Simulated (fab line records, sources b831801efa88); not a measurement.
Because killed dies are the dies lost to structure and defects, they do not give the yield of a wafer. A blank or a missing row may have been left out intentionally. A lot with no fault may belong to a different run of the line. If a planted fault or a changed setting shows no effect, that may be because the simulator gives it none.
Which tool is to blame? + flow gf180mcu + Sampling: 24 lots, 72 wafers, 6 of 602 route steps

## WHAT THE GAUGES SHOWED, per wafer
GF_M2_OVL_MEAS_15. Usual: for M2_OVL the level is -2 nm and the standard deviation is 5.
| lot  | measured     | on         | M2_OVL (nm) | flag |
|------|--------------|------------|-------------|------|
| L074 | day 19 01:11 | overlay-02 | -5 1 -6     |      |
| L075 | day 19 06:38 | overlay-02 | -1 2 2      |      |
| L076 | day 19 16:25 | overlay-01 | 6 7 8       |      |
| L077 | day 19 22:59 | overlay-01 | 1 2 5       |      |
| L078 | day 20 13:23 | overlay-01 | 4 -6 -1     |      |
| L079 | day 20 21:22 | overlay-02 | -2 -5 1     |      |
| L080 | day 21 09:26 | overlay-02 | -4 -1 -6    |      |
| L081 | day 22 01:27 | overlay-02 | -2 -4 -12   |      |
| L082 | day 22 02:07 | overlay-01 | -4 -9 -10   |      |
| L083 | day 22 17:07 | overlay-01 | 3 1 -4      |      |
| L084 | day 23 00:11 | overlay-01 | -3 -1 -5    |      |
| L085 | day 23 09:00 | overlay-01 | -6 -11 -6   |      |
| L086 | day 23 18:39 | overlay-02 | -1 0 1      |      |
| L087 | day 23 20:48 | overlay-01 | -5 -11 -9   |      |
| L088 | day 24 05:52 | overlay-01 | 1 2 -1      |      |
| L089 | day 24 13:41 | overlay-01 | 2 5 3       |      |
| L090 | day 24 22:35 | overlay-01 | 0 0 1       |      |
| L091 | day 25 04:13 | overlay-02 | 10 3 4      |      |
| L092 | day 25 07:24 | overlay-01 | 4 -2 -2     |      |
| L093 | day 25 23:00 | overlay-01 | -14 -7 -13  |      |
| L094 | day 26 04:21 | overlay-01 | -8 -2 -8    |      |
| L095 | day 26 17:48 | overlay-02 | -5 -6 -2    |      |
| L096 | day 27 03:42 | overlay-02 | -2 -2 -2    |      |
| L097 | day 27 05:01 | overlay-01 | -9 -7 -7    |      |

GF_V5_BOW_MEAS_05. Usual: for V5_BOW the level is 131 um and the standard deviation is 9.7.
| lot  | measured     | on            | V5_BOW (um) | flag |
|------|--------------|---------------|-------------|------|
| L074 | day 26 05:08 | film-metro-02 | 119 126 130 |      |
| L075 | day 26 08:52 | film-metro-03 | 133 137 129 |      |
| L076 | day 26 17:45 | film-metro-02 | 112 123 105 |      |
| L077 | day 26 23:53 | film-metro-04 | 138 149 139 |      |
| L078 | day 27 09:49 | film-metro-02 | 119 129 137 |      |
| L079 | day 27 17:03 | film-metro-04 | 127 121 126 |      |
| L080 | day 28 04:37 | film-metro-04 | 124 129 120 |      |
| L081 | day 28 17:11 | film-metro-02 | 138 127 132 |      |
| L082 | day 28 18:35 | film-metro-03 | 125 129 136 |      |
| L083 | day 29 06:24 | film-metro-02 | 124 132 120 |      |
| L084 | day 29 13:35 | film-metro-03 | 130 122 128 |      |
| L085 | day 29 21:57 | film-metro-02 | 130 130 142 |      |
| L086 | day 30 02:26 | film-metro-02 | 118 119 120 |      |
| L087 | day 30 04:13 | film-metro-03 | 141 146 157 |      |
| L088 | day 30 13:45 | film-metro-04 | 127 132 133 |      |
| L089 | day 30 18:48 | film-metro-04 | 144 124 136 |      |
| L090 | day 31 00:23 | film-metro-02 | 137 128 126 |      |
| L091 | day 31 07:01 | film-metro-03 | 126 129 130 |      |
| L092 | day 31 10:03 | film-metro-02 | 132 138 133 |      |
| L093 | day 31 23:38 | film-metro-04 | 141 144 126 |      |
| L094 | day 32 03:22 | film-metro-02 | 120 122 123 |      |
| L095 | day 32 13:52 | film-metro-04 | 129 123 132 |      |
| L096 | day 32 21:40 | film-metro-02 | 136 129 138 |      |
| L097 | day 32 23:24 | film-metro-02 | 146 149 151 |      |

## WHAT TOOL EACH LOT RAN ON (gives the tool, then ch and the chambers of the sampled wafers, and finally the start)
| lot  | GF_V2_SPUTTER_21             | GF_V3_SPUTTER_21             | GF_M4_SPUTTER_04             | GF_MIM_SPUTTER_00            |
|------|------------------------------|------------------------------|------------------------------|------------------------------|
| L074 | pvd-sputter-04, day 20 03:33 | pvd-sputter-02, day 22 05:47 | pvd-sputter-03, day 22 06:40 | pvd-sputter-02, day 24 07:23 |
| L075 | pvd-sputter-01, day 20 09:12 | pvd-sputter-01, day 22 11:36 | pvd-sputter-03, day 22 12:32 | pvd-sputter-02, day 24 12:19 |
| L076 | pvd-sputter-04, day 20 19:12 | pvd-sputter-04, day 22 21:38 | pvd-sputter-01, day 22 22:31 | pvd-sputter-02, day 24 22:04 |
| L077 | pvd-sputter-04, day 21 01:42 | pvd-sputter-02, day 23 04:08 | pvd-sputter-03, day 23 05:01 | pvd-sputter-02, day 25 03:42 |
| L078 | pvd-sputter-04, day 21 15:25 | pvd-sputter-04, day 23 16:10 | pvd-sputter-02, day 23 17:02 | pvd-sputter-04, day 25 14:45 |
| L079 | pvd-sputter-01, day 21 22:59 | pvd-sputter-04, day 24 00:05 | pvd-sputter-03, day 24 00:58 | pvd-sputter-03, day 25 22:59 |
| L080 | pvd-sputter-03, day 22 11:08 | pvd-sputter-04, day 24 11:57 | pvd-sputter-01, day 24 12:49 | pvd-sputter-04, day 26 09:59 |
| L081 | pvd-sputter-03, day 23 02:33 | pvd-sputter-01, day 25 01:53 | pvd-sputter-01, day 25 02:45 | pvd-sputter-03, day 26 23:45 |
| L082 | pvd-sputter-01, day 23 03:33 | pvd-sputter-02, day 25 02:33 | pvd-sputter-03, day 25 03:25 | pvd-sputter-04, day 27 00:48 |
| L083 | pvd-sputter-01, day 23 18:13 | pvd-sputter-02, day 25 17:48 | pvd-sputter-03, day 25 18:41 | pvd-sputter-02, day 27 13:56 |
| L084 | pvd-sputter-04, day 24 01:00 | pvd-sputter-04, day 25 23:43 | pvd-sputter-01, day 26 01:02 | pvd-sputter-04, day 27 20:31 |
| L085 | pvd-sputter-04, day 24 09:30 | pvd-sputter-04, day 26 08:11 | pvd-sputter-02, day 26 09:19 | pvd-sputter-03, day 28 05:29 |
| L086 | pvd-sputter-04, day 24 19:06 | pvd-sputter-02, day 26 16:13 | pvd-sputter-01, day 26 17:06 | pvd-sputter-02, day 28 11:51 |
| L087 | pvd-sputter-01, day 24 20:18 | pvd-sputter-04, day 26 17:05 | pvd-sputter-03, day 26 17:58 | pvd-sputter-04, day 28 12:53 |
| L088 | pvd-sputter-04, day 25 05:58 | pvd-sputter-01, day 27 02:36 | pvd-sputter-01, day 27 03:29 | pvd-sputter-04, day 28 22:06 |
| L089 | pvd-sputter-01, day 25 13:09 | pvd-sputter-01, day 27 09:36 | pvd-sputter-03, day 27 10:46 | pvd-sputter-03, day 29 04:47 |
| L090 | pvd-sputter-04, day 25 21:31 | pvd-sputter-02, day 27 16:33 | pvd-sputter-01, day 27 17:26 | pvd-sputter-02, day 29 10:49 |
| L091 | pvd-sputter-04, day 26 04:09 | pvd-sputter-01, day 27 23:17 | pvd-sputter-02, day 28 00:11 | pvd-sputter-02, day 29 16:20 |
| L092 | pvd-sputter-03, day 26 06:37 | pvd-sputter-01, day 28 01:36 | pvd-sputter-02, day 28 02:28 | pvd-sputter-03, day 29 19:56 |
| L093 | pvd-sputter-03, day 26 22:21 | pvd-sputter-04, day 28 16:51 | pvd-sputter-03, day 28 17:44 | pvd-sputter-02, day 30 10:28 |
| L094 | pvd-sputter-04, day 27 02:54 | pvd-sputter-02, day 28 20:50 | pvd-sputter-02, day 28 21:43 | pvd-sputter-02, day 30 14:01 |
| L095 | pvd-sputter-04, day 27 16:03 | pvd-sputter-01, day 29 08:50 | pvd-sputter-03, day 29 09:42 | pvd-sputter-02, day 31 01:22 |
| L096 | pvd-sputter-04, day 28 01:27 | pvd-sputter-01, day 29 18:15 | pvd-sputter-03, day 29 19:07 | pvd-sputter-02, day 31 10:01 |
| L097 | pvd-sputter-04, day 28 02:52 | pvd-sputter-04, day 29 19:53 | pvd-sputter-01, day 29 20:46 | pvd-sputter-03, day 31 11:42 |
- GF_V2_SPUTTER_21: material Ti, target thk 15 nm, time 80.02 s.
- GF_V3_SPUTTER_21: material Ti, target thk 15 nm, time 80.02 s.
- GF_M4_SPUTTER_04: material TiN, target thk 50 nm, time 41.7 s.
- GF_MIM_SPUTTER_00: material Ti, target thk 37.5 nm, time 150 s.

## WHAT THE TOOLS THEMSELVES READ (means of the sampled wafers that have a number; where no wafer has one, the mark that the record gives instead)
GF_V2_SPUTTER_21. Usual: throttle-valve-pct 29.7 %, standard deviation 0.98.
| lot  | tool           | throttle-valve-pct (%) | flag |
|------|----------------|------------------------|------|
| L074 | pvd-sputter-04 | 29.7                   |      |
| L075 | pvd-sputter-01 | 30.1                   |      |
| L076 | pvd-sputter-04 | 29.5                   |      |
| L077 | pvd-sputter-04 | 29.6                   |      |
| L078 | pvd-sputter-04 | 29.5                   |      |
| L079 | pvd-sputter-01 | 30.2                   |      |
| L080 | pvd-sputter-03 | 30.9                   |      |
| L081 | pvd-sputter-03 | 29.8                   |      |
| L082 | pvd-sputter-01 | 30.5                   |      |
| L083 | pvd-sputter-01 | 29.5                   |      |
| L084 | pvd-sputter-04 | 29.4                   |      |
| L085 | pvd-sputter-04 | 30.1                   |      |
| L086 | pvd-sputter-04 | 29.5                   |      |
| L087 | pvd-sputter-01 | 30.4                   |      |
| L088 | pvd-sputter-04 | 30.0                   |      |
| L089 | pvd-sputter-01 | 29.1                   |      |
| L090 | pvd-sputter-04 | 29.4                   |      |
| L091 | pvd-sputter-04 | 29.4                   |      |
| L092 | pvd-sputter-03 | 28.7                   |      |
| L093 | pvd-sputter-03 | 30.9                   |      |
| L094 | pvd-sputter-04 | 29.2                   |      |
| L095 | pvd-sputter-04 | 29.5                   |      |
| L096 | pvd-sputter-04 | 29.5                   |      |
| L097 | pvd-sputter-04 | 28.9                   |      |

GF_V3_SPUTTER_21. Usual: throttle-valve-pct 30.0 %, standard deviation 0.84.
| lot  | tool           | throttle-valve-pct (%) | flag |
|------|----------------|------------------------|------|
| L074 | pvd-sputter-02 | 30.2                   |      |
| L075 | pvd-sputter-01 | 30.6                   |      |
| L076 | pvd-sputter-04 | 29.7                   |      |
| L077 | pvd-sputter-02 | 30.1                   |      |
| L078 | pvd-sputter-04 | 29.7                   |      |
| L079 | pvd-sputter-04 | 29.6                   |      |
| L080 | pvd-sputter-04 | 29.7                   |      |
| L081 | pvd-sputter-01 | 30.1                   |      |
| L082 | pvd-sputter-02 | 30.2                   |      |
| L083 | pvd-sputter-02 | 30.6                   |      |
| L084 | pvd-sputter-04 | 29.8                   |      |
| L085 | pvd-sputter-04 | 30.0                   |      |
| L086 | pvd-sputter-02 | 30.3                   |      |
| L087 | pvd-sputter-04 | 30.0                   |      |
| L088 | pvd-sputter-01 | 30.4                   |      |
| L089 | pvd-sputter-01 | 29.8                   |      |
| L090 | pvd-sputter-02 | 30.2                   |      |
| L091 | pvd-sputter-01 | 30.4                   |      |
| L092 | pvd-sputter-01 | 30.3                   |      |
| L093 | pvd-sputter-04 | 29.8                   |      |
| L094 | pvd-sputter-02 | 30.3                   |      |
| L095 | pvd-sputter-01 | 29.9                   |      |
| L096 | pvd-sputter-01 | 29.4                   |      |
| L097 | pvd-sputter-04 | 29.6                   |      |

GF_M4_SPUTTER_04. Usual: throttle-valve-pct 30.1 %, standard deviation 1.2.
| lot  | tool           | throttle-valve-pct (%) | flag |
|------|----------------|------------------------|------|
| L074 | pvd-sputter-03 | 29.7                   |      |
| L075 | pvd-sputter-03 | 28.8                   |      |
| L076 | pvd-sputter-01 | 30.2                   |      |
| L077 | pvd-sputter-03 | 28.8                   |      |
| L078 | pvd-sputter-02 | 30.4                   |      |
| L079 | pvd-sputter-03 | 29.6                   |      |
| L080 | pvd-sputter-01 | 29.8                   |      |
| L081 | pvd-sputter-01 | 30.4                   |      |
| L082 | pvd-sputter-03 | 31.0                   |      |
| L083 | pvd-sputter-03 | 29.9                   |      |
| L084 | pvd-sputter-01 | 29.6                   |      |
| L085 | pvd-sputter-02 | 30.3                   |      |
| L086 | pvd-sputter-01 | 30.5                   |      |
| L087 | pvd-sputter-03 | 29.8                   |      |
| L088 | pvd-sputter-01 | 28.9                   |      |
| L089 | pvd-sputter-03 | 30.8                   |      |
| L090 | pvd-sputter-01 | 29.5                   |      |
| L091 | pvd-sputter-02 | 30.3                   |      |
| L092 | pvd-sputter-02 | 30.5                   |      |
| L093 | pvd-sputter-03 | 29.8                   |      |
| L094 | pvd-sputter-02 | 30.1                   |      |
| L095 | pvd-sputter-03 | 29.8                   |      |
| L096 | pvd-sputter-03 | 30.9                   |      |
| L097 | pvd-sputter-01 | 29.5                   |      |

GF_MIM_SPUTTER_00. Usual: throttle-valve-pct 30.1 %, standard deviation 0.87.
| lot  | tool           | throttle-valve-pct (%) | flag |
|------|----------------|------------------------|------|
| L074 | pvd-sputter-02 | 30.1                   |      |
| L075 | pvd-sputter-02 | 30.3                   |      |
| L076 | pvd-sputter-02 | 30.5                   |      |
| L077 | pvd-sputter-02 | 30.3                   |      |
| L078 | pvd-sputter-04 | 30.1                   |      |
| L079 | pvd-sputter-03 | 29.7                   |      |
| L080 | pvd-sputter-04 | 29.0                   |      |
| L081 | pvd-sputter-03 | 29.8                   |      |
| L082 | pvd-sputter-04 | 29.5                   |      |
| L083 | pvd-sputter-02 | 30.0                   |      |
| L084 | pvd-sputter-04 | 29.9                   |      |
| L085 | pvd-sputter-03 | 30.9                   |      |
| L086 | pvd-sputter-02 | 30.4                   |      |
| L087 | pvd-sputter-04 | 29.5                   |      |
| L088 | pvd-sputter-04 | 30.1                   |      |
| L089 | pvd-sputter-03 | 30.7                   |      |
| L090 | pvd-sputter-02 | 30.3                   |      |
| L091 | pvd-sputter-02 | 30.4                   |      |
| L092 | pvd-sputter-03 | 30.8                   |      |
| L093 | pvd-sputter-02 | 30.3                   |      |
| L094 | pvd-sputter-02 | 30.9                   |      |
| L095 | pvd-sputter-02 | 30.8                   |      |
| L096 | pvd-sputter-02 | 30.2                   |      |
| L097 | pvd-sputter-03 | 29.8                   |      |

## THE ANSWER, worked out from the rows above alone
Rule: take the mean of a lot's wafers that have a number; if it is more than 3 standard deviations from the usual mean, the lot is off. Also off: a lot with no number at a reading for which 4 or more lots have one. Any other lot the step has rows for is counted as sound. Order of review: gauges by route order, followed by the tools' own readings, for which a lot's mean as printed above is used. At the first step where some lot is off, the reading lying furthest off is the one used; lots without a number count as furthest.
Nothing can be told from this: no lot is off at any reading shown.

## WHAT THE SIMULATOR HAD INSERTED
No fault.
